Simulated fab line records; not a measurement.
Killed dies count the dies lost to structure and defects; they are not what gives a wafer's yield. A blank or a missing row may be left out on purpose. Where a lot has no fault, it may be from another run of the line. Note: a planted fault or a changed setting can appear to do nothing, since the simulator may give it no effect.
Which tool was responsible? :: flow gf180mcu :: Sampling: 12 lots, 34 wafers, 5 of 602 route steps

WHAT THE GAUGES READ, wafer by wafer
No reading from a measuring or inspecting step in the record can be judged against a usual standard deviation.

EACH LOT AND THE TOOL THAT RAN IT (in order: tool; ch and the chambers of the sampled wafers; start)
lot: L594
GF_STI_ETCH_13: rie_diel-01 ch 0,2,3, day 2 01:12
GF_STI_STRIP_15: plasma_asher-02 ch 0,1, day 2 01:23
GF_M3_SPUTTER_03: pvd_sputter-02, day 20 06:46
GF_MIM_STRIP_20: plasma_asher-01 ch 0,1, day 25 05:53
GF_V5_CMP_26: cmp-02 ch 0,3, day 27 02:58

lot: L595
GF_STI_ETCH_13: rie_diel-01 ch 0,3, day 2 05:47
GF_STI_STRIP_15: plasma_asher-01 ch 0,1, day 2 05:58
GF_M3_SPUTTER_03: pvd_sputter-01, day 20 12:29
GF_MIM_STRIP_20: plasma_asher-01 ch 0,1, day 25 12:53
GF_V5_CMP_26: cmp-02 ch 1,2,3, day 27 09:51

lot: L597
GF_STI_ETCH_13: rie_diel-01 ch 2,3, day 2 16:44
GF_STI_STRIP_15: plasma_asher-02 ch 0,1, day 2 16:56
GF_M3_SPUTTER_03: pvd_sputter-02, day 21 18:47
GF_MIM_STRIP_20: plasma_asher-03 ch 0,1, day 26 15:52
GF_V5_CMP_26: cmp-02 ch 1,2,3, day 28 10:55

lot: L600
GF_STI_ETCH_13: rie_diel-01 ch 0, day 3 09:26
GF_STI_STRIP_15: plasma_asher-02 ch 1, day 3 09:37
GF_M3_SPUTTER_03: pvd_sputter-02, day 22 15:49
GF_MIM_STRIP_20: plasma_asher-04 ch 0, day 27 09:58
GF_V5_CMP_26: cmp-01 ch 0,1, day 29 03:51

lot: L601
GF_STI_ETCH_13: rie_diel-01 ch 1,2, day 3 14:08
GF_STI_STRIP_15: plasma_asher-02 ch 0,1, day 3 14:17
GF_M3_SPUTTER_03: pvd_sputter-01, day 23 00:29
GF_MIM_STRIP_20: plasma_asher-01 ch 0, day 27 16:51
GF_V5_CMP_26: cmp-02 ch 1,2, day 29 11:05

lot: L609
GF_STI_ETCH_13: rie_diel-02 ch 0,1,2, day 5 09:11
GF_STI_STRIP_15: plasma_asher-01 ch 0,1, day 5 09:20
GF_M3_SPUTTER_03: pvd_sputter-01, day 25 18:14
GF_MIM_STRIP_20: plasma_asher-04 ch 0,1, day 30 03:01
GF_V5_CMP_26: cmp-01 ch 0,2, day 31 17:53

lot: L610
GF_STI_ETCH_13: rie_diel-04 ch 0,2,3, day 5 15:32
GF_STI_STRIP_15: plasma_asher-01 ch 0,1, day 5 15:41
GF_M3_SPUTTER_03: pvd_sputter-04, day 26 04:35
GF_MIM_STRIP_20: plasma_asher-04 ch 0,1, day 30 11:44
GF_V5_CMP_26: cmp-01 ch 0,3, day 32 02:26

lot: L611
GF_STI_ETCH_13: rie_diel-04 ch 0,2,3, day 5 17:23
GF_STI_STRIP_15: plasma_asher-01 ch 0,1, day 5 17:32
GF_M3_SPUTTER_03: pvd_sputter-02, day 26 04:56
GF_MIM_STRIP_20: plasma_asher-03 ch 0,1, day 30 13:14
GF_V5_CMP_26: cmp-01 ch 0,1,2, day 32 03:55

lot: L612
GF_STI_ETCH_13: rie_diel-01 ch 1,3, day 5 22:26
GF_STI_STRIP_15: plasma_asher-01 ch 0,1, day 5 22:37
GF_M3_SPUTTER_03: pvd_sputter-01, day 26 14:19
GF_MIM_STRIP_20: plasma_asher-04 ch 0,1, day 30 21:01
GF_V5_CMP_26: cmp-01 ch 0,1, day 32 10:54

lot: L614
GF_STI_ETCH_13: rie_diel-04 ch 0,2,3, day 6 10:23
GF_STI_STRIP_15: plasma_asher-02 ch 0,1, day 6 10:32
GF_M3_SPUTTER_03: pvd_sputter-02, day 27 07:50
GF_MIM_STRIP_20: plasma_asher-01 ch 0,1, day 31 13:01
GF_V5_CMP_26: cmp-01 ch 1,2,3, day 33 01:53

lot: L615
GF_STI_ETCH_13: rie_diel-01 ch 0,2,3, day 6 14:12
GF_STI_STRIP_15: plasma_asher-03 ch 0,1, day 6 14:21
GF_M3_SPUTTER_03: pvd_sputter-02, day 27 16:13
GF_MIM_STRIP_20: plasma_asher-04 ch 0,1, day 31 22:56
GF_V5_CMP_26: cmp-02 ch 1,2, day 33 10:53

lot: L616
GF_STI_ETCH_13: rie_diel-01 ch 0,1, day 6 18:38
GF_STI_STRIP_15: plasma_asher-03 ch 0,1, day 6 18:49
GF_M3_SPUTTER_03: pvd_sputter-02, day 27 19:47
GF_MIM_STRIP_20: plasma_asher-01 ch 0,1, day 31 22:21
GF_V5_CMP_26: cmp-02 ch 2,3, day 33 10:07
- GF_STI_ETCH_13: etches the open film in CHF3/O2, stops on Si, target depth 282.31 nm, time 112.9 s.
- GF_STI_STRIP_15: strips in O2/N2.
- GF_M3_SPUTTER_03: material Ti, target thk 10 nm, time 6.7 s.
- GF_MIM_STRIP_20: strips in O2/N2.
- GF_V5_CMP_26: polishes, stops on SiO2, t overpolish 15 s, target thk 0 nm.

WHAT THE TOOLS THEMSELVES READ (means of the sampled wafers that have a number; where no wafer has one, the mark that the record gives instead)
GF_STI_ETCH_13.
lot: L594
tool: rie_diel-01
chf3_flow_sccm (sccm): 49.99
drypump_motor_current_A (A): 5.8
oes_product_au (a.u.): 0.831
throttle_valve_pct (%): 8.807

lot: L595
tool: rie_diel-01
chf3_flow_sccm (sccm): 49.85
drypump_motor_current_A (A): 5.6
oes_product_au (a.u.): 0.836
throttle_valve_pct (%): 8.817

lot: L597
tool: rie_diel-01
chf3_flow_sccm (sccm): 50.03
drypump_motor_current_A (A): 5.5
oes_product_au (a.u.): 0.806
throttle_valve_pct (%): 8.809

lot: L600
tool: rie_diel-01
chf3_flow_sccm (sccm): 50.05
drypump_motor_current_A (A): 5.9
oes_product_au (a.u.): 0.791
throttle_valve_pct (%): 8.799

lot: L601
tool: rie_diel-01
chf3_flow_sccm (sccm): 50.02
drypump_motor_current_A (A): 6.4
oes_product_au (a.u.): 0.740
throttle_valve_pct (%): 8.782

lot: L609
tool: rie_diel-02
chf3_flow_sccm (sccm): 50.01
drypump_motor_current_A (A): 5.8
oes_product_au (a.u.): 0.837
throttle_valve_pct (%): 8.814

lot: L610
tool: rie_diel-04
chf3_flow_sccm (sccm): 49.96
drypump_motor_current_A (A): 5.7
oes_product_au (a.u.): 0.838
throttle_valve_pct (%): 8.821

lot: L611
tool: rie_diel-04
chf3_flow_sccm (sccm): 49.94
drypump_motor_current_A (A): 5.7
oes_product_au (a.u.): 0.838
throttle_valve_pct (%): 8.821

lot: L612
tool: rie_diel-01
chf3_flow_sccm (sccm): 49.94
drypump_motor_current_A (A): 5.4
oes_product_au (a.u.): 0.839
throttle_valve_pct (%): 8.810

lot: L614
tool: rie_diel-04
chf3_flow_sccm (sccm): 50.08
drypump_motor_current_A (A): 5.7
oes_product_au (a.u.): 0.825
throttle_valve_pct (%): 8.806

lot: L615
tool: rie_diel-01
chf3_flow_sccm (sccm): 49.93
drypump_motor_current_A (A): 5.8
oes_product_au (a.u.): 0.841
throttle_valve_pct (%): 8.807

lot: L616
tool: rie_diel-01
chf3_flow_sccm (sccm): 49.80
drypump_motor_current_A (A): 6.2
oes_product_au (a.u.): 0.834
throttle_valve_pct (%): 8.819

GF_STI_STRIP_15.
lot: L594
tool: plasma_asher-02
drypump_motor_current_A (A): 5.7
heater_power_w (W): 340
oes_product_au (a.u.): 0.386
platen_temp_c (C): 250.10
strip_time_to_endpoint_s (s): 3.77

lot: L595
tool: plasma_asher-01
drypump_motor_current_A (A): 5.5
heater_power_w (W): 392
oes_product_au (a.u.): 0.384
platen_temp_c (C): 249.91
strip_time_to_endpoint_s (s): 3.78

lot: L597
tool: plasma_asher-02
drypump_motor_current_A (A): 6.2
heater_power_w (W): 339
oes_product_au (a.u.): 0.371
platen_temp_c (C): 249.91
strip_time_to_endpoint_s (s): 3.55

lot: L600
tool: plasma_asher-02
drypump_motor_current_A (A): 6.7
heater_power_w (W): 333
oes_product_au (a.u.): 0.371
platen_temp_c (C): 249.91
strip_time_to_endpoint_s (s): 3.42

lot: L601
tool: plasma_asher-02
drypump_motor_current_A (A): 6.0
heater_power_w (W): 338
oes_product_au (a.u.): 0.357
platen_temp_c (C): 250.16
strip_time_to_endpoint_s (s): 3.07

lot: L609
tool: plasma_asher-01
drypump_motor_current_A (A): 5.5
heater_power_w (W): 350
oes_product_au (a.u.): 0.384
platen_temp_c (C): 250.13
strip_time_to_endpoint_s (s): 3.73

lot: L610
tool: plasma_asher-01
drypump_motor_current_A (A): 5.5
heater_power_w (W): 384
oes_product_au (a.u.): 0.386
platen_temp_c (C): 249.93
strip_time_to_endpoint_s (s): 3.77

lot: L611
tool: plasma_asher-01
drypump_motor_current_A (A): 5.5
heater_power_w (W): 340
oes_product_au (a.u.): 0.385
platen_temp_c (C): 249.99
strip_time_to_endpoint_s (s): 3.82

lot: L612
tool: plasma_asher-01
drypump_motor_current_A (A): 5.6
heater_power_w (W): 387
oes_product_au (a.u.): 0.384
platen_temp_c (C): 249.80
strip_time_to_endpoint_s (s): 3.73

lot: L614
tool: plasma_asher-02
drypump_motor_current_A (A): 5.7
heater_power_w (W): 344
oes_product_au (a.u.): 0.389
platen_temp_c (C): 249.91
strip_time_to_endpoint_s (s): 3.79

lot: L615
tool: plasma_asher-03
drypump_motor_current_A (A): 6.0
heater_power_w (W): 346
oes_product_au (a.u.): 0.393
platen_temp_c (C): 249.86
strip_time_to_endpoint_s (s): 3.76

lot: L616
tool: plasma_asher-03
drypump_motor_current_A (A): 5.9
heater_power_w (W): 347
oes_product_au (a.u.): 0.391
platen_temp_c (C): 249.89
strip_time_to_endpoint_s (s): 3.83

GF_M3_SPUTTER_03.
lot: L594
tool: pvd_sputter-02
throttle_valve_pct (%): 29.9

lot: L595
tool: pvd_sputter-01
throttle_valve_pct (%): 29.5

lot: L597
tool: pvd_sputter-02
throttle_valve_pct (%): 29.8

lot: L600
tool: pvd_sputter-02
throttle_valve_pct (%): 30.9

lot: L601
tool: pvd_sputter-01
throttle_valve_pct (%): 28.6

lot: L609
tool: pvd_sputter-01
throttle_valve_pct (%): 29.0

lot: L610
tool: pvd_sputter-04
throttle_valve_pct (%): 30.8

lot: L611
tool: pvd_sputter-02
throttle_valve_pct (%): 28.8

lot: L612
tool: pvd_sputter-01
throttle_valve_pct (%): 29.2

lot: L614
tool: pvd_sputter-02
throttle_valve_pct (%): 29.4

lot: L615
tool: pvd_sputter-02
throttle_valve_pct (%): 28.9

lot: L616
tool: pvd_sputter-02
throttle_valve_pct (%): 29.7

GF_MIM_STRIP_20.
lot: L594
tool: plasma_asher-01
drypump_motor_current_A (A): 5.5
heater_power_w (W): 363
oes_product_au (a.u.): 0.691
platen_temp_c (C): 250.00
strip_time_to_endpoint_s (s): 11.20

lot: L595
tool: plasma_asher-01
drypump_motor_current_A (A): 5.5
heater_power_w (W): 365
oes_product_au (a.u.): 0.694
platen_temp_c (C): 250.21
strip_time_to_endpoint_s (s): 11.21

lot: L597
tool: plasma_asher-03
drypump_motor_current_A (A): 5.9
heater_power_w (W): 342
oes_product_au (a.u.): 0.690
platen_temp_c (C): 250.15
strip_time_to_endpoint_s (s): 11.23

lot: L600
tool: plasma_asher-04
drypump_motor_current_A (A): 4.7
heater_power_w (W): 335
oes_product_au (a.u.): 0.692
platen_temp_c (C): 250.00
strip_time_to_endpoint_s (s): 11.16

lot: L601
tool: plasma_asher-01
drypump_motor_current_A (A): 5.6
heater_power_w (W): 394
oes_product_au (a.u.): 0.692
platen_temp_c (C): 249.88
strip_time_to_endpoint_s (s): 11.20

lot: L609
tool: plasma_asher-04
drypump_motor_current_A (A): 5.0
heater_power_w (W): 320
oes_product_au (a.u.): 0.688
platen_temp_c (C): 250.03
strip_time_to_endpoint_s (s): 11.17

lot: L610
tool: plasma_asher-04
drypump_motor_current_A (A): 5.4
heater_power_w (W): 307
oes_product_au (a.u.): 0.694
platen_temp_c (C): 250.10
strip_time_to_endpoint_s (s): 11.20

lot: L611
tool: plasma_asher-03
drypump_motor_current_A (A): 6.2
heater_power_w (W): 349
oes_product_au (a.u.): 0.695
platen_temp_c (C): 249.98
strip_time_to_endpoint_s (s): 11.24

lot: L612
tool: plasma_asher-04
drypump_motor_current_A (A): 5.0
heater_power_w (W): 320
oes_product_au (a.u.): 0.691
platen_temp_c (C): 249.97
strip_time_to_endpoint_s (s): 11.18

lot: L614
tool: plasma_asher-01
drypump_motor_current_A (A): 5.5
heater_power_w (W): 336
oes_product_au (a.u.): 0.692
platen_temp_c (C): 249.78
strip_time_to_endpoint_s (s): 11.22

lot: L615
tool: plasma_asher-04
drypump_motor_current_A (A): 5.0
heater_power_w (W): 312
oes_product_au (a.u.): 0.690
platen_temp_c (C): 249.99
strip_time_to_endpoint_s (s): 11.21

lot: L616
tool: plasma_asher-01
drypump_motor_current_A (A): 5.5
heater_power_w (W): 328
oes_product_au (a.u.): 0.690
platen_temp_c (C): 250.08
strip_time_to_endpoint_s (s): 11.18

GF_V5_CMP_26.
lot: L594
tool: cmp-02
edge_zone_pressure_frac: 1.003
motor_current_A (A): 10.8
overpolish_run_s (s): 14.994
time_to_endpoint_s (s): 82

lot: L595
tool: cmp-02
edge_zone_pressure_frac: 0.995
motor_current_A (A): 11.1
overpolish_run_s (s): 15.005
time_to_endpoint_s (s): 86

lot: L597
tool: cmp-02
edge_zone_pressure_frac: 1.001
motor_current_A (A): 11.5
overpolish_run_s (s): 15.006
time_to_endpoint_s (s): 85

lot: L600
tool: cmp-01
edge_zone_pressure_frac: 1.004
motor_current_A (A): 10.6
overpolish_run_s (s): 15.003
time_to_endpoint_s (s): 88

lot: L601
tool: cmp-02
edge_zone_pressure_frac: 0.994
motor_current_A (A): 11.0
overpolish_run_s (s): 15.009
time_to_endpoint_s (s): 90

lot: L609
tool: cmp-01
edge_zone_pressure_frac: 1.002
motor_current_A (A): 11.4
overpolish_run_s (s): 14.998
time_to_endpoint_s (s): 83

lot: L610
tool: cmp-01
edge_zone_pressure_frac: 0.996
motor_current_A (A): 9.7
overpolish_run_s (s): 15.004
time_to_endpoint_s (s): 86

lot: L611
tool: cmp-01
edge_zone_pressure_frac: 1.001
motor_current_A (A): 11.0
overpolish_run_s (s): 15.007
time_to_endpoint_s (s): 84

lot: L612
tool: cmp-01
edge_zone_pressure_frac: 1.003
motor_current_A (A): 10.5
overpolish_run_s (s): 14.998
time_to_endpoint_s (s): 87

lot: L614
tool: cmp-01
edge_zone_pressure_frac: 0.994
motor_current_A (A): 10.4
overpolish_run_s (s): 14.998
time_to_endpoint_s (s): 89

lot: L615
tool: cmp-02
edge_zone_pressure_frac: 1.000
motor_current_A (A): 10.7
overpolish_run_s (s): 15.007
time_to_endpoint_s (s): 88

lot: L616
tool: cmp-02
edge_zone_pressure_frac: 1.000
motor_current_A (A): 11.1
overpolish_run_s (s): 15.003
time_to_endpoint_s (s): 83

THE ANSWER, worked out from the rows above alone
Rule: usual is defined by the lots themselves. The widest of any qualifying gaps counts: lots, ordered by their means at a reading, are off when they make up no more than a third of the lots, leave a main group of 4 or more, and stand apart from it by 3 or more times the standard deviation of that group's means. A main group is skipped when, at the precision printed for the reading in the tables above, its means are all equal. Also off: a lot with no number at a reading for which 4 or more lots have one. The other lots that the step has rows for count as sound. The gauges are gone through in route order, then the tools' own readings, and for those a lot's mean is taken as printed above. At the first step where some lot is off, the reading lying furthest off is the one used; lots without a number count as furthest.
Off: L597, L600, L601 (GF_STI_ETCH_13, oes_product_au). The main group: mean 0.835 a.u., standard deviation 0.0046.
A tool fits if, at that step or a process step before it, it ran every lot that is off, and no sound lot after the first of them. Of those tried, none fits.

WHAT THE SIMULATOR PUT IN
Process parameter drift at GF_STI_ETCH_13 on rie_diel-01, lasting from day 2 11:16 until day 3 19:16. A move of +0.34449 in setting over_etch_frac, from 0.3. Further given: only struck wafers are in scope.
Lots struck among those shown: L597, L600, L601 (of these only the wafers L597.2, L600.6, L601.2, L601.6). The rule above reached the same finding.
